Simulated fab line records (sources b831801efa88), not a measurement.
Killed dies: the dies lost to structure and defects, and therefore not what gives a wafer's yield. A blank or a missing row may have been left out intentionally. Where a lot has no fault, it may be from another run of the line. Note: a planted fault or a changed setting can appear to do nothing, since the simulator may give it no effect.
fab line records || flow gf180mcu || part 2 of 2: steps 30 to 40 of 40
record {"lots": 5, "wafers": 15, "last_day": 34}
route steps=602 shown STI@4 DNWELL@32 NWELL@42
lots that met no fault: taken from a fault-free run of the same line
start_h: hours from the record's opening day to when the first of the lot's shown wafers began || wait_h: time in hours since the lot's previous step || " as in the row above || L1.1+2: one row covering several wafers at once || - value missing, or start not given || * or withheld: withheld || < > ~ a bound
route shown NAME@n: NAME is a module with steps in the file, n the number in the route of the first one || usual: the fault-free wafers' mean and standard deviation || same: alike in all rows || chamber/n: place in a boat || sites: per-site readings || _std_site: the values' standard deviation || _edge_site: inner sites' mean taken away from outer sites' mean || radius_mm: for every site, how far away it sits from the centre of the wafer || mask NAME#n: copy n || behind: the last tool/chamber to shape the wafer || hold: cause of the lot's hold/its duration in hours/its outcome || device: whichever transistor did not switch (one of n, p or np) || end of line: the route-end tests of the same wafers || a step without rows: its recipe alone || killed: at the first sort, the dies lost to defects and structure; wafer yield is something else || map: the dies of a wafer, with x for killed, . for not killed, _ for no die there
set.NAME: the setting the step ran with; set.NAME@STEP: the setting that earlier step ran with || model.NAME: the simulator's own value behind a step, which no gauge read
lots at selected steps of the route; one table per step, one row per wafer
services: from which hour (start_h, from the record's first day; less than 0 if before it) a tool's chamber was out of use, for how many hours, and why
## steps
# step GF_DNWELL_HMDS_01
# recipe {"prime_time_s": 60, "prime_temp_c": 120}
# same {"prime_time_s": 60}
{"lot.wafer": "L080.1+2+3", "tool": "litho_track-04", "chamber": 0, "start_h": 71.46, "wait_h": 0.1}
{"lot.wafer": "L086.1+3+5", "tool": "litho_track-01", "chamber": 0, "start_h": 99.22, "wait_h": 0.1}
{"lot.wafer": "L089.2+4+5", "tool": "litho_track-03", "chamber": 0, "start_h": 117.27, "wait_h": 0.1}
{"lot.wafer": "L090.1+2+6", "tool": "litho_track-04", "chamber": 0, "start_h": 119.71, "wait_h": 0.1}
{"lot.wafer": "L096.2+3+6", "tool": "litho_track-03", "chamber": 0, "start_h": 151.42, "wait_h": 0.1}
# step GF_DNWELL_COAT_02
# recipe {"spin_rpm": 1972, "resist_thk_nm": 3000}
{"lot.wafer": "L080.1+2+3", "tool": "litho_track-04", "chamber": 0, "start_h": 71.61, "wait_h": 0.1}
{"lot.wafer": "L086.1+3+5", "tool": "litho_track-01", "chamber": 0, "start_h": 99.37, "wait_h": 0.1}
{"lot.wafer": "L089.2+4+5", "tool": "litho_track-03", "chamber": 0, "start_h": 117.42, "wait_h": 0.1}
{"lot.wafer": "L090.1+2+6", "tool": "litho_track-04", "chamber": 0, "start_h": 119.86, "wait_h": 0.1}
{"lot.wafer": "L096.2+3+6", "tool": "litho_track-03", "chamber": 0, "start_h": 151.57, "wait_h": 0.1}
# step GF_DNWELL_SOFTBAKE_03
# recipe {"temp_c": 110, "time_s": "withheld"}
# usual {"plate_temp_C": "109.98/0.13"}
{"lot.wafer": "L080.1", "tool": "litho_track-04", "chamber": 0, "start_h": 71.76, "wait_h": 0.1, "plate_temp_C": 109.92}
{"lot.wafer": "L080.2", "tool": "litho_track-04", "chamber": 0, "start_h": 71.76, "wait_h": 0.1, "plate_temp_C": 110.07}
{"lot.wafer": "L080.3", "tool": "litho_track-04", "chamber": 0, "start_h": 71.76, "wait_h": 0.1, "plate_temp_C": 110.09}
{"lot.wafer": "L086.1", "tool": "litho_track-01", "chamber": 0, "start_h": 99.52, "wait_h": 0.1, "plate_temp_C": 110.09}
{"lot.wafer": "L086.3", "tool": "litho_track-01", "chamber": 0, "start_h": 99.52, "wait_h": 0.1, "plate_temp_C": 110.11}
{"lot.wafer": "L086.5", "tool": "litho_track-01", "chamber": 0, "start_h": 99.52, "wait_h": 0.1, "plate_temp_C": 110.12}
{"lot.wafer": "L089.2", "tool": "litho_track-03", "chamber": 0, "start_h": 117.58, "wait_h": 0.1, "plate_temp_C": 109.86}
{"lot.wafer": "L089.4", "tool": "litho_track-03", "chamber": 0, "start_h": 117.58, "wait_h": 0.1, "plate_temp_C": 109.78}
{"lot.wafer": "L089.5", "tool": "litho_track-03", "chamber": 0, "start_h": 117.58, "wait_h": 0.1, "plate_temp_C": 109.84}
{"lot.wafer": "L090.1", "tool": "litho_track-04", "chamber": 0, "start_h": 120.01, "wait_h": 0.1, "plate_temp_C": 110.03}
{"lot.wafer": "L090.2", "tool": "litho_track-04", "chamber": 0, "start_h": 120.01, "wait_h": 0.1, "plate_temp_C": 109.98}
{"lot.wafer": "L090.6", "tool": "litho_track-04", "chamber": 0, "start_h": 120.01, "wait_h": 0.1, "plate_temp_C": 110.24}
{"lot.wafer": "L096.2", "tool": "litho_track-03", "chamber": 0, "start_h": 151.73, "wait_h": 0.1, "plate_temp_C": 109.98}
{"lot.wafer": "L096.3", "tool": "litho_track-03", "chamber": 0, "start_h": 151.73, "wait_h": 0.1, "plate_temp_C": 109.83}
{"lot.wafer": "L096.6", "tool": "litho_track-03", "chamber": 0, "start_h": 151.73, "wait_h": 0.1, "plate_temp_C": 109.74}
# step GF_DNWELL_EXPOSE_04
# recipe {"mask_id": "DNWELL", "target_cd_nm": 1700, "na": 0.6, "source_shape": "conventional", "sigma_outer": 0.6, "dose_mj": 260}
# usual {"stage_vel_mm_s": "500.01/0.24"}
{"lot.wafer": "L080.1", "tool": "iline_stepper-02", "chamber": 0, "start_h": "-", "wait_h": "-", "mask": "DNWELL#0", "stage_vel_mm_s": 500.22}
{"lot.wafer": "L080.2", "tool": "iline_stepper-02", "chamber": 0, "start_h": "-", "wait_h": "-", "mask": "DNWELL#0", "stage_vel_mm_s": 500.08}
{"lot.wafer": "L080.3", "tool": "iline_stepper-02", "chamber": 0, "start_h": "-", "wait_h": "-", "mask": "DNWELL#0", "stage_vel_mm_s": 500.22}
{"lot.wafer": "L086.1", "tool": "iline_stepper-02", "chamber": 0, "start_h": "-", "wait_h": "-", "mask": "DNWELL#0", "stage_vel_mm_s": 499.96}
{"lot.wafer": "L086.3", "tool": "iline_stepper-02", "chamber": 0, "start_h": "-", "wait_h": "-", "mask": "DNWELL#0", "stage_vel_mm_s": 499.76}
{"lot.wafer": "L086.5", "tool": "iline_stepper-02", "chamber": 0, "start_h": "-", "wait_h": "-", "mask": "DNWELL#0", "stage_vel_mm_s": 500.01}
{"lot.wafer": "L089.2", "tool": "iline_stepper-02", "chamber": 0, "start_h": "-", "wait_h": "-", "mask": "DNWELL#0", "stage_vel_mm_s": 499.89}
{"lot.wafer": "L089.4", "tool": "iline_stepper-02", "chamber": 0, "start_h": "-", "wait_h": "-", "mask": "DNWELL#0", "stage_vel_mm_s": 500.30}
{"lot.wafer": "L089.5", "tool": "iline_stepper-02", "chamber": 0, "start_h": "-", "wait_h": "-", "mask": "DNWELL#0", "stage_vel_mm_s": 500.13}
{"lot.wafer": "L090.1", "tool": "iline_stepper-02", "chamber": 0, "start_h": "-", "wait_h": "-", "mask": "DNWELL#0", "stage_vel_mm_s": 499.82}
{"lot.wafer": "L090.2", "tool": "iline_stepper-02", "chamber": 0, "start_h": "-", "wait_h": "-", "mask": "DNWELL#0", "stage_vel_mm_s": 499.72}
{"lot.wafer": "L090.6", "tool": "iline_stepper-02", "chamber": 0, "start_h": "-", "wait_h": "-", "mask": "DNWELL#0", "stage_vel_mm_s": 500.37}
{"lot.wafer": "L096.2", "tool": "iline_stepper-01", "chamber": 0, "start_h": "-", "wait_h": "-", "mask": "DNWELL#0", "stage_vel_mm_s": 500.06}
{"lot.wafer": "L096.3", "tool": "iline_stepper-01", "chamber": 0, "start_h": "-", "wait_h": "-", "mask": "DNWELL#0", "stage_vel_mm_s": 499.93}
{"lot.wafer": "L096.6", "tool": "iline_stepper-01", "chamber": 0, "start_h": "-", "wait_h": "-", "mask": "DNWELL#0", "stage_vel_mm_s": 499.72}
# step GF_DNWELL_PEB_05
# recipe {"temp_c": 115, "time_s": "withheld"}
# usual {"plate_temp_C": "115.00/0.14"}
{"lot.wafer": "L080.1", "tool": "litho_track-04", "chamber": 0, "start_h": "-", "wait_h": "-", "plate_temp_C": 114.71}
{"lot.wafer": "L080.2", "tool": "litho_track-04", "chamber": 0, "start_h": "-", "wait_h": "-", "plate_temp_C": 114.60}
{"lot.wafer": "L080.3", "tool": "litho_track-04", "chamber": 0, "start_h": "-", "wait_h": "-", "plate_temp_C": 114.77}
{"lot.wafer": "L086.1", "tool": "litho_track-01", "chamber": 0, "start_h": "-", "wait_h": "-", "plate_temp_C": 114.79}
{"lot.wafer": "L086.3", "tool": "litho_track-01", "chamber": 0, "start_h": "-", "wait_h": "-", "plate_temp_C": 114.84}
{"lot.wafer": "L086.5", "tool": "litho_track-01", "chamber": 0, "start_h": "-", "wait_h": "-", "plate_temp_C": 115.08}
{"lot.wafer": "L089.2", "tool": "litho_track-01", "chamber": 0, "start_h": "-", "wait_h": "-", "plate_temp_C": 115.13}
{"lot.wafer": "L089.4", "tool": "litho_track-01", "chamber": 0, "start_h": "-", "wait_h": "-", "plate_temp_C": 115.21}
{"lot.wafer": "L089.5", "tool": "litho_track-01", "chamber": 0, "start_h": "-", "wait_h": "-", "plate_temp_C": 114.98}
{"lot.wafer": "L090.1", "tool": "litho_track-03", "chamber": 0, "start_h": "-", "wait_h": "-", "plate_temp_C": 114.86}
{"lot.wafer": "L090.2", "tool": "litho_track-03", "chamber": 0, "start_h": "-", "wait_h": "-", "plate_temp_C": 114.82}
{"lot.wafer": "L090.6", "tool": "litho_track-03", "chamber": 0, "start_h": "-", "wait_h": "-", "plate_temp_C": 115.22}
{"lot.wafer": "L096.2", "tool": "litho_track-03", "chamber": 0, "start_h": "-", "wait_h": "-", "plate_temp_C": 115.01}
{"lot.wafer": "L096.3", "tool": "litho_track-03", "chamber": 0, "start_h": "-", "wait_h": "-", "plate_temp_C": 114.99}
{"lot.wafer": "L096.6", "tool": "litho_track-03", "chamber": 0, "start_h": "-", "wait_h": "-", "plate_temp_C": 114.83}
# step GF_DNWELL_DEVELOP_06
# recipe {"wall_angle_deg": 90, "develop_time_s": 60, "dev_temp_c": 23}
{"lot.wafer": "L080.1+2+3", "tool": "litho_track-04", "chamber": 0, "start_h": "-", "wait_h": "-"}
{"lot.wafer": "L086.1+3+5", "tool": "litho_track-01", "chamber": 0, "start_h": "-", "wait_h": "-"}
{"lot.wafer": "L089.2+4+5", "tool": "litho_track-01", "chamber": 0, "start_h": "-", "wait_h": "-"}
{"lot.wafer": "L090.1+2+6", "tool": "litho_track-03", "chamber": 0, "start_h": "-", "wait_h": "-"}
{"lot.wafer": "L096.2+3+6", "tool": "litho_track-03", "chamber": 0, "start_h": "-", "wait_h": "-"}
# step GF_DNWELL_IMPLANT_07
# recipe {"species": "P", "energy_kev": 1500, "dose_cm2": 1e+13, "tilt_deg": 0}
{"lot.wafer": "L080.1+2+3", "tool": "implanter-01", "chamber": 0, "start_h": 78.31, "wait_h": "-"}
{"lot.wafer": "L086.1+3+5", "tool": "implanter-02", "chamber": 0, "start_h": 106.77, "wait_h": "-"}
{"lot.wafer": "L089.2+4+5", "tool": "implanter-03", "chamber": 0, "start_h": 125.40, "wait_h": "-"}
{"lot.wafer": "L090.1+2+6", "tool": "implanter-02", "chamber": 0, "start_h": 126.85, "wait_h": "-"}
{"lot.wafer": "L096.2+3+6", "tool": "implanter-02", "chamber": 0, "start_h": 159.52, "wait_h": "-"}
# step GF_DNWELL_STRIP_08
# recipe {"chemistry": "O2/N2", "power_w": 1400, "pressure_mtorr": 1500, "platen_temp_c": 250, "o2_flow_sccm": 3000, "n2_flow_sccm": 300, "overash_fraction": 0.5}
# usual {"drypump_motor_current_A": "5.9/0.61", "heater_power_w": "305/20", "oes_product_au": "0.723/0.0041", "strip_time_to_endpoint_s": "37.26/0.094"}
{"lot.wafer": "L080.1", "tool": "plasma_asher-01", "chamber": 1, "start_h": 78.46, "wait_h": 0.1, "drypump_motor_current_A": 5.5, "heater_power_w": 326, "oes_product_au": 0.719, "rf_hours_counter_h": 42, "strip_time_to_endpoint_s": 37.22}
{"lot.wafer": "L080.2", "tool": "plasma_asher-01", "chamber": 0, "start_h": 78.46, "wait_h": 0.1, "drypump_motor_current_A": 6.0, "heater_power_w": 318, "oes_product_au": 0.722, "rf_hours_counter_h": 42, "strip_time_to_endpoint_s": 37.23}
{"lot.wafer": "L080.3", "tool": "plasma_asher-01", "chamber": 0, "start_h": 78.46, "wait_h": 0.1, "drypump_motor_current_A": 6.0, "heater_power_w": 321, "oes_product_au": 0.722, "rf_hours_counter_h": "-", "strip_time_to_endpoint_s": 37.23}
{"lot.wafer": "L086.1", "tool": "plasma_asher-02", "chamber": 1, "start_h": 106.92, "wait_h": 0.1, "drypump_motor_current_A": 5.9, "heater_power_w": 293, "oes_product_au": 0.717, "rf_hours_counter_h": 44, "strip_time_to_endpoint_s": 37.28}
{"lot.wafer": "L086.3", "tool": "plasma_asher-02", "chamber": 1, "start_h": 106.92, "wait_h": 0.1, "drypump_motor_current_A": 5.9, "heater_power_w": 290, "oes_product_au": 0.721, "rf_hours_counter_h": "-", "strip_time_to_endpoint_s": 37.17}
{"lot.wafer": "L086.5", "tool": "plasma_asher-02", "chamber": 0, "start_h": 106.92, "wait_h": 0.1, "drypump_motor_current_A": 6.5, "heater_power_w": 328, "oes_product_au": 0.728, "rf_hours_counter_h": "-", "strip_time_to_endpoint_s": 37.18}
{"lot.wafer": "L089.2", "tool": "plasma_asher-03", "chamber": 1, "start_h": 125.52, "wait_h": 0.1, "drypump_motor_current_A": 4.9, "heater_power_w": 270, "oes_product_au": 0.722, "rf_hours_counter_h": 47, "strip_time_to_endpoint_s": 37.17}
{"lot.wafer": "L089.4", "tool": "plasma_asher-03", "chamber": 0, "start_h": 125.52, "wait_h": 0.1, "drypump_motor_current_A": 6.5, "heater_power_w": 315, "oes_product_au": 0.728, "rf_hours_counter_h": "-", "strip_time_to_endpoint_s": 37.10}
{"lot.wafer": "L089.5", "tool": "plasma_asher-03", "chamber": 0, "start_h": 125.52, "wait_h": 0.1, "drypump_motor_current_A": 6.5, "heater_power_w": 317, "oes_product_au": 0.726, "rf_hours_counter_h": "-", "strip_time_to_endpoint_s": 37.15}
{"lot.wafer": "L090.1", "tool": "plasma_asher-03", "chamber": 1, "start_h": 127.00, "wait_h": 0.1, "drypump_motor_current_A": 4.9, "heater_power_w": 271, "oes_product_au": 0.732, "rf_hours_counter_h": 47, "strip_time_to_endpoint_s": 37.17}
{"lot.wafer": "L090.2", "tool": "plasma_asher-03", "chamber": 0, "start_h": 127.00, "wait_h": 0.1, "drypump_motor_current_A": 6.5, "heater_power_w": 311, "oes_product_au": 0.728, "rf_hours_counter_h": 47, "strip_time_to_endpoint_s": 37.31}
{"lot.wafer": "L090.6", "tool": "plasma_asher-03", "chamber": 0, "start_h": 127.00, "wait_h": 0.1, "drypump_motor_current_A": 6.5, "heater_power_w": 307, "oes_product_au": 0.724, "rf_hours_counter_h": "-", "strip_time_to_endpoint_s": 37.32}
{"lot.wafer": "L096.2", "tool": "plasma_asher-02", "chamber": 0, "start_h": 159.64, "wait_h": 0.1, "drypump_motor_current_A": 6.4, "heater_power_w": 324, "oes_product_au": 0.727, "rf_hours_counter_h": 49, "strip_time_to_endpoint_s": 37.15}
{"lot.wafer": "L096.3", "tool": "plasma_asher-02", "chamber": 1, "start_h": 159.64, "wait_h": 0.1, "drypump_motor_current_A": 5.9, "heater_power_w": 292, "oes_product_au": 0.723, "rf_hours_counter_h": "-", "strip_time_to_endpoint_s": 37.30}
{"lot.wafer": "L096.6", "tool": "plasma_asher-02", "chamber": 0, "start_h": 159.64, "wait_h": 0.1, "drypump_motor_current_A": 6.5, "heater_power_w": 320, "oes_product_au": 0.718, "rf_hours_counter_h": "-", "strip_time_to_endpoint_s": 37.23}
# step GF_DNWELL_TW_MEAS_09
# usual {"DNWELL_TW": "1343/9.4"}
{"lot.wafer": "L080.1", "tool": "film_metro-01", "chamber": "-", "start_h": 78.56, "wait_h": 0.1, "DNWELL_TW": 1361}
{"lot.wafer": "L080.2", "tool": "film_metro-01", "chamber": "-", "start_h": 78.56, "wait_h": 0.1, "DNWELL_TW": 1355}
{"lot.wafer": "L080.3", "tool": "film_metro-01", "chamber": "-", "start_h": 78.56, "wait_h": 0.1, "DNWELL_TW": 1361}
{"lot.wafer": "L086.1", "tool": "film_metro-03", "chamber": "-", "start_h": 107.02, "wait_h": 0.1, "DNWELL_TW": 1341}
{"lot.wafer": "L086.3", "tool": "film_metro-03", "chamber": "-", "start_h": 107.02, "wait_h": 0.1, "DNWELL_TW": 1341}
{"lot.wafer": "L086.5", "tool": "film_metro-03", "chamber": "-", "start_h": 107.02, "wait_h": 0.1, "DNWELL_TW": 1329}
{"lot.wafer": "L089.2", "tool": "film_metro-04", "chamber": "-", "start_h": 125.63, "wait_h": 0.1, "DNWELL_TW": 1349}
{"lot.wafer": "L089.4", "tool": "film_metro-04", "chamber": "-", "start_h": 125.63, "wait_h": 0.1, "DNWELL_TW": 1348}
{"lot.wafer": "L089.5", "tool": "film_metro-04", "chamber": "-", "start_h": 125.63, "wait_h": 0.1, "DNWELL_TW": 1349}
{"lot.wafer": "L090.1", "tool": "film_metro-03", "chamber": "-", "start_h": 127.10, "wait_h": 0.1, "DNWELL_TW": 1344}
{"lot.wafer": "L090.2", "tool": "film_metro-03", "chamber": "-", "start_h": 127.10, "wait_h": 0.1, "DNWELL_TW": 1339}
{"lot.wafer": "L090.6", "tool": "film_metro-03", "chamber": "-", "start_h": 127.10, "wait_h": 0.1, "DNWELL_TW": 1347}
{"lot.wafer": "L096.2", "tool": "film_metro-01", "chamber": "-", "start_h": 159.75, "wait_h": 0.1, "DNWELL_TW": 1355}
{"lot.wafer": "L096.3", "tool": "film_metro-01", "chamber": "-", "start_h": 159.75, "wait_h": 0.1, "DNWELL_TW": 1353}
{"lot.wafer": "L096.6", "tool": "film_metro-01", "chamber": "-", "start_h": 159.75, "wait_h": 0.1, "DNWELL_TW": 1363}
# step GF_NWELL_DEHYDRATE_00
# recipe {"temp_c": 200, "time_s": 60}
# usual {"plate_temp_C": "199.99/0.16"}
# same {"time_s": 60}
{"lot.wafer": "L080.1", "tool": "litho_track-01", "chamber": 0, "start_h": 84.98, "wait_h": 6.4, "plate_temp_C": 200.24}
{"lot.wafer": "L080.2", "tool": "litho_track-01", "chamber": 0, "start_h": 84.98, "wait_h": 6.4, "plate_temp_C": 200.20}
{"lot.wafer": "L080.3", "tool": "litho_track-01", "chamber": 0, "start_h": 84.98, "wait_h": 6.4, "plate_temp_C": 200.02}
{"lot.wafer": "L086.1", "tool": "litho_track-04", "chamber": 0, "start_h": 113.41, "wait_h": 6.4, "plate_temp_C": 200.05}
{"lot.wafer": "L086.3", "tool": "litho_track-04", "chamber": 0, "start_h": 113.41, "wait_h": 6.4, "plate_temp_C": 200.03}
{"lot.wafer": "L086.5", "tool": "litho_track-04", "chamber": 0, "start_h": 113.41, "wait_h": 6.4, "plate_temp_C": 200.16}
{"lot.wafer": "L089.2", "tool": "litho_track-02", "chamber": 0, "start_h": 132.62, "wait_h": 7.0, "plate_temp_C": 199.83}
{"lot.wafer": "L089.4", "tool": "litho_track-02", "chamber": 0, "start_h": 132.62, "wait_h": 7.0, "plate_temp_C": 200.01}
{"lot.wafer": "L089.5", "tool": "litho_track-02", "chamber": 0, "start_h": 132.62, "wait_h": 7.0, "plate_temp_C": 199.89}
{"lot.wafer": "L090.1", "tool": "litho_track-01", "chamber": 0, "start_h": 134.57, "wait_h": 7.5, "plate_temp_C": 200.07}
{"lot.wafer": "L090.2", "tool": "litho_track-01", "chamber": 0, "start_h": 134.57, "wait_h": 7.5, "plate_temp_C": 199.98}
{"lot.wafer": "L090.6", "tool": "litho_track-01", "chamber": 0, "start_h": 134.57, "wait_h": 7.5, "plate_temp_C": 199.96}
{"lot.wafer": "L096.2", "tool": "litho_track-04", "chamber": 0, "start_h": 167.53, "wait_h": 7.8, "plate_temp_C": 200.16}
{"lot.wafer": "L096.3", "tool": "litho_track-04", "chamber": 0, "start_h": 167.53, "wait_h": 7.8, "plate_temp_C": 199.82}
{"lot.wafer": "L096.6", "tool": "litho_track-04", "chamber": 0, "start_h": 167.53, "wait_h": 7.8, "plate_temp_C": 200.08}
# step GF_NWELL_HMDS_01
# recipe {"prime_time_s": 60, "prime_temp_c": 120}
# same {"prime_time_s": 60}
{"lot.wafer": "L080.1+2+3", "tool": "litho_track-01", "chamber": 0, "start_h": 85.13, "wait_h": 0.1}
{"lot.wafer": "L086.1+3+5", "tool": "litho_track-04", "chamber": 0, "start_h": 113.56, "wait_h": 0.1}
{"lot.wafer": "L089.2+4+5", "tool": "litho_track-02", "chamber": 0, "start_h": 132.77, "wait_h": 0.1}
{"lot.wafer": "L090.1+2+6", "tool": "litho_track-01", "chamber": 0, "start_h": 134.72, "wait_h": 0.1}
{"lot.wafer": "L096.2+3+6", "tool": "litho_track-04", "chamber": 0, "start_h": 167.68, "wait_h": 0.1}
## services
{"tool": "iline_stepper-02", "chamber": "-", "start_h": 25.95, "hours": 1.7, "kind": "pm"}
{"tool": "furnace-01", "chamber": "-", "start_h": 33.79, "hours": 22.3, "kind": "repair"}
{"tool": "cmp-02", "chamber": "-", "start_h": 34.51, "hours": 0.6, "kind": "repair"}
{"tool": "krf_scanner-01", "chamber": "-", "start_h": 38.78, "hours": 0.8, "kind": "repair"}
{"tool": "hdpcvd-01", "chamber": "-", "start_h": 41.65, "hours": 6.0, "kind": "pm"}
{"tool": "iline_stepper-02", "chamber": "-", "start_h": 51.60, "hours": 2.3, "kind": "repair"}
{"tool": "krf_scanner-02", "chamber": "-", "start_h": 53.71, "hours": 1.0, "kind": "pm"}
{"tool": "hdpcvd-01", "chamber": 1, "start_h": 60.38, "hours": 8.2, "kind": "repair"}
{"tool": "cmp-02", "chamber": "-", "start_h": 64.58, "hours": 4.0, "kind": "pm"}
{"tool": "rie_si-01", "chamber": 1, "start_h": 68.20, "hours": 7.1, "kind": "repair"}
{"tool": "krf_scanner-01", "chamber": "-", "start_h": 69.81, "hours": 1.3, "kind": "pm"}
{"tool": "wet_bench-02", "chamber": "-", "start_h": 71.01, "hours": 8.2, "kind": "repair"}
{"tool": "krf_scanner-01", "chamber": "-", "start_h": 73.81, "hours": 1.0, "kind": "pm"}
{"tool": "rie_si-01", "chamber": "-", "start_h": 78.87, "hours": 0.4, "kind": "repair"}
{"tool": "iline_stepper-02", "chamber": "-", "start_h": 79.12, "hours": 2.1, "kind": "pm"}
{"tool": "krf_scanner-01", "chamber": "-", "start_h": 79.44, "hours": 2.2, "kind": "repair"}
{"tool": "implanter-02", "chamber": "-", "start_h": 92.49, "hours": 1.3, "kind": "repair"}
{"tool": "cmp-02", "chamber": "-", "start_h": 94.22, "hours": 2.4, "kind": "repair"}
{"tool": "hdpcvd-01", "chamber": "-", "start_h": 98.53, "hours": 0.5, "kind": "repair"}
{"tool": "furnace-02", "chamber": "-", "start_h": 101.51, "hours": 3.7, "kind": "pm"}
{"tool": "plasma_asher-01", "chamber": "-", "start_h": 108.75, "hours": 9.0, "kind": "pm"}
{"tool": "cmp-02", "chamber": "-", "start_h": 111.56, "hours": 2.7, "kind": "repair"}
{"tool": "krf_scanner-01", "chamber": "-", "start_h": 134.32, "hours": 0.8, "kind": "pm"}
{"tool": "furnace-01", "chamber": "-", "start_h": 167.29, "hours": 4.1, "kind": "pm"}
